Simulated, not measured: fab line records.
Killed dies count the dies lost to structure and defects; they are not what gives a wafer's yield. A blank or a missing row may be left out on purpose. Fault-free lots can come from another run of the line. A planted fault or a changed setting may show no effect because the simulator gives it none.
2 desks looking at one fault    flow sky130    each desk has only its own numbers; what lay behind them comes last

## FROM THE METROLOGY DESK
What the gauges read, lot by lot, whatever tool the lot ran on: means of the sampled wafers that have a number. The brackets show how far a lot's mean lies from the usual mean; more than 4 standard deviations puts the lot out of limits, marked OUT.
Columns: A = cd_nm at SKY_POLY_CUT_CD_MEAS_08, usual 270.0 nm; B = POLY_CUT_OVL at SKY_POLY_CUT_OVL_MEAS_09, usual 2 nm
lot   first seen here  A      B
L386  day 26 14:23     270.1  5
L388  day 26 23:35     270.6  7
L390  day 28 02:17     268.9  -3
L400  day 31 00:25     271.1  3
L403  day 32 00:28     271.8  -3
This desk found nothing out of limits on any of the 5 lots.

## TOOL OWNER'S DESK, rie_diel-03
The tool's own readings at SKY_POLY_CUT_ETCH_11 (etches Si3N4 in CF4/CH2F2/Ar, stops on poly-Si, time 42.5 s, target depth 60 nm): means of the sampled wafers that have a number, for each lot that ran on this tool. The brackets show how far a lot's mean lies from the usual mean; more than 4 standard deviations puts the lot out of limits, marked OUT.
Columns: A = drypump_motor_current_A at SKY_POLY_CUT_ETCH_11, usual 6.0 A; B = oes_product_au at SKY_POLY_CUT_ETCH_11, usual 0.829 a.u.; C = run_length_s at SKY_POLY_CUT_ETCH_11, usual 70.6 s; D = throttle_valve_pct at SKY_POLY_CUT_ETCH_11, usual 14.996 %
lot   first seen here  A    B                 C                D
L388  day 26 23:47     5.8  0.824             70.3             14.990
L400  day 31 00:35     5.9  0.799 (-4.9) OUT  74.0 (+8.2) OUT  14.995
Finding of this desk: L400 out of limits; the first was L400 at day 31 00:35, on oes_product_au at SKY_POLY_CUT_ETCH_11. L388: within limits.

## TAKEN TOGETHER
An alarm could have come from the tool owner's desk at day 31 00:35, on L400.
The metrology desk saw nothing out of limits.
The metrology desk has L400 on record, within its limits.
SKY_POLY_CUT_ETCH_11 was run on rie_diel-03 by each of the lots named.

## WHAT THE SIMULATOR PUT IN
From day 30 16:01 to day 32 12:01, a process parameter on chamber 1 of rie_diel-03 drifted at SKY_POLY_CUT_ETCH_11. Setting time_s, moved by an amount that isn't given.
Shown lots that were struck: L400.
Each desk's first reading out of limits, in hours after the fault started: the tool owner's desk, 9.
